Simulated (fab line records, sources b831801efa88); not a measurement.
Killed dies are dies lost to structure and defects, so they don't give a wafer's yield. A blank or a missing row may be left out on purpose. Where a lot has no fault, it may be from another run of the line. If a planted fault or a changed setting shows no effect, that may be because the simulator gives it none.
Which tool was responsible? || flow gf180mcu || 33 wafers from 11 lots sampled at 7 of the route's 602 steps

## WHAT THE GAUGES READ, wafer by wafer
GF_V3_OVL_MEAS_15. Usual: V3_OVL typically reads 2 nm, with standard deviation 5.9.
{"lot": "L833", "measured": "day 22 13:57", "on": "overlay-02", "V3_OVL (nm)": "-2 6 7", "flag": ""}
{"lot": "L834", "measured": "day 22 18:02", "on": "overlay-02", "V3_OVL (nm)": "15 14 12", "flag": ""}
{"lot": "L836", "measured": "day 23 14:11", "on": "overlay-02", "V3_OVL (nm)": "8 3 11", "flag": ""}
{"lot": "L838", "measured": "day 24 10:23", "on": "overlay-02", "V3_OVL (nm)": "7 -2 2", "flag": ""}
{"lot": "L839", "measured": "day 24 18:13", "on": "overlay-01", "V3_OVL (nm)": "1 -9 2", "flag": ""}
{"lot": "L842", "measured": "day 25 16:40", "on": "overlay-02", "V3_OVL (nm)": "6 2 4", "flag": ""}
{"lot": "L845", "measured": "day 26 17:41", "on": "overlay-01", "V3_OVL (nm)": "-1 1 0", "flag": ""}
{"lot": "L847", "measured": "day 27 06:32", "on": "overlay-01", "V3_OVL (nm)": "3 -2 2", "flag": ""}
{"lot": "L852", "measured": "day 28 16:46", "on": "overlay-01", "V3_OVL (nm)": "-9 -3 -4", "flag": ""}
{"lot": "L854", "measured": "day 29 06:41", "on": "overlay-02", "V3_OVL (nm)": "-7 -9 -2", "flag": ""}
{"lot": "L856", "measured": "day 29 19:24", "on": "overlay-02", "V3_OVL (nm)": "3 3 0", "flag": ""}

GF_V3_RS_MEAS_24: measurement is done with a four-point probe. Usual: V3_W_RS typically reads 0.327 ohm/sq, with standard deviation 0.003.
{"lot": "L833", "measured": "day 22 14:53", "on": "filmMetro-01", "V3_W_RS (ohm/sq)": "0.328 0.332 0.330", "flag": ""}
{"lot": "L834", "measured": "day 22 19:02", "on": "filmMetro-01", "V3_W_RS (ohm/sq)": "0.322 0.321 0.322", "flag": ""}
{"lot": "L836", "measured": "day 23 15:07", "on": "filmMetro-02", "V3_W_RS (ohm/sq)": "0.329 0.330 0.330", "flag": ""}
{"lot": "L838", "measured": "day 24 11:42", "on": "filmMetro-01", "V3_W_RS (ohm/sq)": "0.331 0.333 0.332", "flag": ""}
{"lot": "L839", "measured": "day 24 19:10", "on": "filmMetro-03", "V3_W_RS (ohm/sq)": "0.326 0.326 0.324", "flag": ""}
{"lot": "L842", "measured": "day 25 17:35", "on": "filmMetro-02", "V3_W_RS (ohm/sq)": "0.329 0.332 0.330", "flag": ""}
{"lot": "L845", "measured": "day 26 18:56", "on": "filmMetro-01", "V3_W_RS (ohm/sq)": "0.562 0.326 0.331", "flag": "OFF"}
{"lot": "L847", "measured": "day 27 07:28", "on": "filmMetro-01", "V3_W_RS (ohm/sq)": "0.328 0.579 0.582", "flag": "OFF"}
{"lot": "L852", "measured": "day 28 17:41", "on": "filmMetro-02", "V3_W_RS (ohm/sq)": "0.323 0.329 0.328", "flag": ""}
{"lot": "L854", "measured": "day 29 07:36", "on": "filmMetro-02", "V3_W_RS (ohm/sq)": "0.328 0.330 0.327", "flag": ""}
{"lot": "L856", "measured": "day 29 20:20", "on": "filmMetro-02", "V3_W_RS (ohm/sq)": "0.324 0.321 0.326", "flag": ""}

GF_V3_THK_MEAS_25: measures by xrf. Usual: V3_W_THK typically reads 355 nm, with standard deviation 4.6.
{"lot": "L833", "measured": "day 22 14:59", "on": "filmMetro-01", "V3_W_THK (nm)": "355 351 356", "flag": ""}
{"lot": "L834", "measured": "day 22 19:09", "on": "filmMetro-01", "V3_W_THK (nm)": "361 365 364", "flag": ""}
{"lot": "L836", "measured": "day 23 15:13", "on": "filmMetro-02", "V3_W_THK (nm)": "352 350 352", "flag": ""}
{"lot": "L838", "measured": "day 24 11:49", "on": "filmMetro-01", "V3_W_THK (nm)": "351 350 352", "flag": ""}
{"lot": "L839", "measured": "day 24 19:17", "on": "filmMetro-03", "V3_W_THK (nm)": "359 360 360", "flag": ""}
{"lot": "L842", "measured": "day 25 17:42", "on": "filmMetro-02", "V3_W_THK (nm)": "350 350 349", "flag": ""}
{"lot": "L845", "measured": "day 26 19:04", "on": "filmMetro-01", "V3_W_THK (nm)": "207 361 355", "flag": "OFF"}
{"lot": "L847", "measured": "day 27 07:35", "on": "filmMetro-01", "V3_W_THK (nm)": "355 200 200", "flag": "OFF"}
{"lot": "L852", "measured": "day 28 17:48", "on": "filmMetro-02", "V3_W_THK (nm)": "355 348 350", "flag": ""}
{"lot": "L854", "measured": "day 29 07:43", "on": "filmMetro-02", "V3_W_THK (nm)": "350 348 350", "flag": ""}
{"lot": "L856", "measured": "day 29 20:26", "on": "filmMetro-02", "V3_W_THK (nm)": "354 358 354", "flag": ""}

GF_M4_CD_MEAS_14 targets a cd of 280 nm. Usual: 280.5 nm for cdNm, sd 1.4.
{"lot": "L833", "measured": "day 23 14:25", "on": "cdSem-01", "cdNm (nm)": "280.9 279.9 280.3", "flag": ""}
{"lot": "L834", "measured": "day 23 18:18", "on": "cdSem-01", "cdNm (nm)": "280.3 280.4 280.6", "flag": ""}
{"lot": "L836", "measured": "day 24 13:49", "on": "cdSem-02", "cdNm (nm)": "278.8 279.3 281.0", "flag": ""}
{"lot": "L838", "measured": "day 25 10:22", "on": "cdSem-01", "cdNm (nm)": "281.4 281.4 281.5", "flag": ""}
{"lot": "L839", "measured": "day 25 17:04", "on": "cdSem-02", "cdNm (nm)": "278.4 278.8 278.6", "flag": ""}
{"lot": "L842", "measured": "day 26 14:50", "on": "cdSem-01", "cdNm (nm)": "281.0 281.3 281.3", "flag": ""}
{"lot": "L845", "measured": "day 27 16:05", "on": "cdSem-02", "cdNm (nm)": "278.9 278.8 277.7", "flag": ""}
{"lot": "L847", "measured": "day 28 04:43", "on": "cdSem-02", "cdNm (nm)": "283.3 282.8 282.1", "flag": ""}
{"lot": "L852", "measured": "day 29 14:06", "on": "cdSem-02", "cdNm (nm)": "280.9 279.9 281.3", "flag": ""}
{"lot": "L854", "measured": "day 30 03:37", "on": "cdSem-01", "cdNm (nm)": "281.7 280.9 281.8", "flag": ""}
{"lot": "L856", "measured": "day 30 15:45", "on": "cdSem-01", "cdNm (nm)": "279.3 279.9 279.8", "flag": ""}

## EACH LOT AND THE TOOL THAT RAN IT (in order: tool; ch and the chambers of the sampled wafers; start)
{"lot": "L833", "GF_V3_SPUTTER_22": "pvdSputter-02, day 22 14:42", "GF_V3_CVD_23": "cvdW-01 ch 0,1, day 22 14:46", "GF_V3_CMP_26": "cmp-02 ch 2,3, day 22 15:02"}
{"lot": "L834", "GF_V3_SPUTTER_22": "pvdSputter-01, day 22 18:52", "GF_V3_CVD_23": "cvdW-02 ch 0,1, day 22 18:55", "GF_V3_CMP_26": "cmp-01 ch 0,3, day 22 19:12"}
{"lot": "L836", "GF_V3_SPUTTER_22": "pvdSputter-02, day 23 14:56", "GF_V3_CVD_23": "cvdW-01 ch 0,1, day 23 15:01", "GF_V3_CMP_26": "cmp-01 ch 2,3, day 23 15:16"}
{"lot": "L838", "GF_V3_SPUTTER_22": "pvdSputter-03, day 24 11:32", "GF_V3_CVD_23": "cvdW-01 ch 0,1, day 24 11:34", "GF_V3_CMP_26": "cmp-02 ch 0,1,2, day 24 12:01"}
{"lot": "L839", "GF_V3_SPUTTER_22": "pvdSputter-01, day 24 19:01", "GF_V3_CVD_23": "cvdW-02 ch 0,1, day 24 19:04", "GF_V3_CMP_26": "cmp-01 ch 0,1,3, day 24 19:21"}
{"lot": "L842", "GF_V3_SPUTTER_22": "pvdSputter-01, day 25 17:26", "GF_V3_CVD_23": "cvdW-01 ch 1, day 25 17:28", "GF_V3_CMP_26": "cmp-02 ch 2,3, day 25 17:46"}
{"lot": "L845", "GF_V3_SPUTTER_22": "pvdSputter-03, day 26 18:47", "GF_V3_CVD_23": "cvdW-01 ch 0,1, day 26 18:50", "GF_V3_CMP_26": "cmp-02 ch 0,1,2, day 26 19:10"}
{"lot": "L847", "GF_V3_SPUTTER_22": "pvdSputter-01, day 27 07:17", "GF_V3_CVD_23": "cvdW-01 ch 0,1, day 27 07:20", "GF_V3_CMP_26": "cmp-02 ch 0,1, day 27 07:38"}
{"lot": "L852", "GF_V3_SPUTTER_22": "pvdSputter-03, day 28 17:32", "GF_V3_CVD_23": "cvdW-02 ch 0,1, day 28 17:34", "GF_V3_CMP_26": "cmp-01 ch 0,2,3, day 28 18:01"}
{"lot": "L854", "GF_V3_SPUTTER_22": "pvdSputter-02, day 29 07:27", "GF_V3_CVD_23": "cvdW-02 ch 0,1, day 29 07:29", "GF_V3_CMP_26": "cmp-01 ch 2,3, day 29 07:50"}
{"lot": "L856", "GF_V3_SPUTTER_22": "pvdSputter-01, day 29 20:09", "GF_V3_CVD_23": "cvdW-02 ch 0,1, day 29 20:13", "GF_V3_CMP_26": "cmp-01 ch 0,3, day 29 20:44"}
- GF_V3_SPUTTER_22: material TiN, target thk 10 nm, time 40 s.
- GF_V3_CVD_23: deposits W, target thk 350 nm, time 104.9 s.
- GF_V3_CMP_26: polishes, stops on SiO2, t overpolish 15 s, target thk 0 nm.

## WHAT THE TOOLS THEMSELVES READ (means of the sampled wafers that have a number; where no wafer has one, the mark that the record gives instead)
GF_V3_SPUTTER_22. Usual: 30.0 % for throttleValvePct, sd 1.2.
{"lot": "L833", "tool": "pvdSputter-02", "throttleValvePct (%)": 30.8, "flag": ""}
{"lot": "L834", "tool": "pvdSputter-01", "throttleValvePct (%)": 29.2, "flag": ""}
{"lot": "L836", "tool": "pvdSputter-02", "throttleValvePct (%)": 30.2, "flag": ""}
{"lot": "L838", "tool": "pvdSputter-03", "throttleValvePct (%)": 29.4, "flag": ""}
{"lot": "L839", "tool": "pvdSputter-01", "throttleValvePct (%)": 29.2, "flag": ""}
{"lot": "L842", "tool": "pvdSputter-01", "throttleValvePct (%)": 28.5, "flag": ""}
{"lot": "L845", "tool": "pvdSputter-03", "throttleValvePct (%)": 30.8, "flag": ""}
{"lot": "L847", "tool": "pvdSputter-01", "throttleValvePct (%)": 29.2, "flag": ""}
{"lot": "L852", "tool": "pvdSputter-03", "throttleValvePct (%)": 30.7, "flag": ""}
{"lot": "L854", "tool": "pvdSputter-02", "throttleValvePct (%)": 30.2, "flag": ""}
{"lot": "L856", "tool": "pvdSputter-01", "throttleValvePct (%)": 29.6, "flag": ""}

GF_V3_CVD_23. Usual: 883 W for heaterPowerW, sd 120.
{"lot": "L833", "tool": "cvdW-01", "heaterPowerW (W)": 812, "flag": ""}
{"lot": "L834", "tool": "cvdW-02", "heaterPowerW (W)": 992, "flag": ""}
{"lot": "L836", "tool": "cvdW-01", "heaterPowerW (W)": 813, "flag": ""}
{"lot": "L838", "tool": "cvdW-01", "heaterPowerW (W)": 746, "flag": ""}
{"lot": "L839", "tool": "cvdW-02", "heaterPowerW (W)": 926, "flag": ""}
{"lot": "L842", "tool": "cvdW-01", "heaterPowerW (W)": 873, "flag": ""}
{"lot": "L845", "tool": "cvdW-01", "heaterPowerW (W)": 762, "flag": ""}
{"lot": "L847", "tool": "cvdW-01", "heaterPowerW (W)": 800, "flag": ""}
{"lot": "L852", "tool": "cvdW-02", "heaterPowerW (W)": 954, "flag": ""}
{"lot": "L854", "tool": "cvdW-02", "heaterPowerW (W)": 936, "flag": ""}
{"lot": "L856", "tool": "cvdW-02", "heaterPowerW (W)": 960, "flag": ""}

GF_V3_CMP_26. Usual: edgeZonePressureFrac 1.000, standard deviation 0.0046; motorCurrentA 11.2 A, standard deviation 0.85; retainingRingPressureFrac 1.001, standard deviation 0.0051; timeToEndpointS 86 s, standard deviation 3.2.
{"lot": "L833", "tool": "cmp-02", "edgeZonePressureFrac": 0.997, "motorCurrentA (A)": 11.4, "retainingRingPressureFrac": 1.002, "timeToEndpointS (s)": 82, "flag": ""}
{"lot": "L834", "tool": "cmp-01", "edgeZonePressureFrac": 1.002, "motorCurrentA (A)": 11.6, "retainingRingPressureFrac": 1.004, "timeToEndpointS (s)": 87, "flag": ""}
{"lot": "L836", "tool": "cmp-01", "edgeZonePressureFrac": 1.004, "motorCurrentA (A)": 11.5, "retainingRingPressureFrac": 0.997, "timeToEndpointS (s)": 90, "flag": ""}
{"lot": "L838", "tool": "cmp-02", "edgeZonePressureFrac": 1.003, "motorCurrentA (A)": 11.7, "retainingRingPressureFrac": 1.003, "timeToEndpointS (s)": 86, "flag": ""}
{"lot": "L839", "tool": "cmp-01", "edgeZonePressureFrac": 1.005, "motorCurrentA (A)": 10.7, "retainingRingPressureFrac": 1.004, "timeToEndpointS (s)": 90, "flag": ""}
{"lot": "L842", "tool": "cmp-02", "edgeZonePressureFrac": 1.002, "motorCurrentA (A)": 11.5, "retainingRingPressureFrac": 0.997, "timeToEndpointS (s)": 86, "flag": ""}
{"lot": "L845", "tool": "cmp-02", "edgeZonePressureFrac": 1.001, "motorCurrentA (A)": 11.6, "retainingRingPressureFrac": 0.999, "timeToEndpointS (s)": 76, "flag": "OFF"}
{"lot": "L847", "tool": "cmp-02", "edgeZonePressureFrac": 1.001, "motorCurrentA (A)": 11.2, "retainingRingPressureFrac": 1.000, "timeToEndpointS (s)": 63, "flag": "OFF"}
{"lot": "L852", "tool": "cmp-01", "edgeZonePressureFrac": 0.998, "motorCurrentA (A)": 11.3, "retainingRingPressureFrac": 0.999, "timeToEndpointS (s)": 87, "flag": ""}
{"lot": "L854", "tool": "cmp-01", "edgeZonePressureFrac": 1.002, "motorCurrentA (A)": 11.1, "retainingRingPressureFrac": 1.005, "timeToEndpointS (s)": 82, "flag": ""}
{"lot": "L856", "tool": "cmp-01", "edgeZonePressureFrac": 1.003, "motorCurrentA (A)": 11.2, "retainingRingPressureFrac": 1.006, "timeToEndpointS (s)": 90, "flag": ""}

## THE ANSWER, worked out from the rows above alone
Rule: a lot counts as off when the mean over its wafers that have a number is more than 3 standard deviations away from the usual mean. Also off: a lot with no number at a reading for which 4 or more lots have one. All remaining lots with rows at the step are treated as sound. The gauges are gone through in route order, then the tools' own readings, and for those a lot's mean is taken as printed above. At the first step where some lot is off, the reading lying furthest off is the one used; lots without a number count as furthest.
Off: L845, L847, at GF_V3_RS_MEAS_24 (V3_W_RS).
If a tool, at a process step before that reading, ran all the lots that are off and no sound lot after the first of them, it fits. The gauges at GF_V3_RS_MEAS_24 aren't tried: what is off there is off at GF_V3_CMP_26 too, on other tools, and a gauge's error can't cause that. One fits: cvdW-01 at GF_V3_CVD_23. A fault onset in the window from L842 (day 25 17:28, its last sound lot) to L845 (day 26 18:50, its first lot off) fits.

## WHAT THE SIMULATOR HAD INSERTED
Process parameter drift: cvdW-01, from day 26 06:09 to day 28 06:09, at GF_V3_CVD_23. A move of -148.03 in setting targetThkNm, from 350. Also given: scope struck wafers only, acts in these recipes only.
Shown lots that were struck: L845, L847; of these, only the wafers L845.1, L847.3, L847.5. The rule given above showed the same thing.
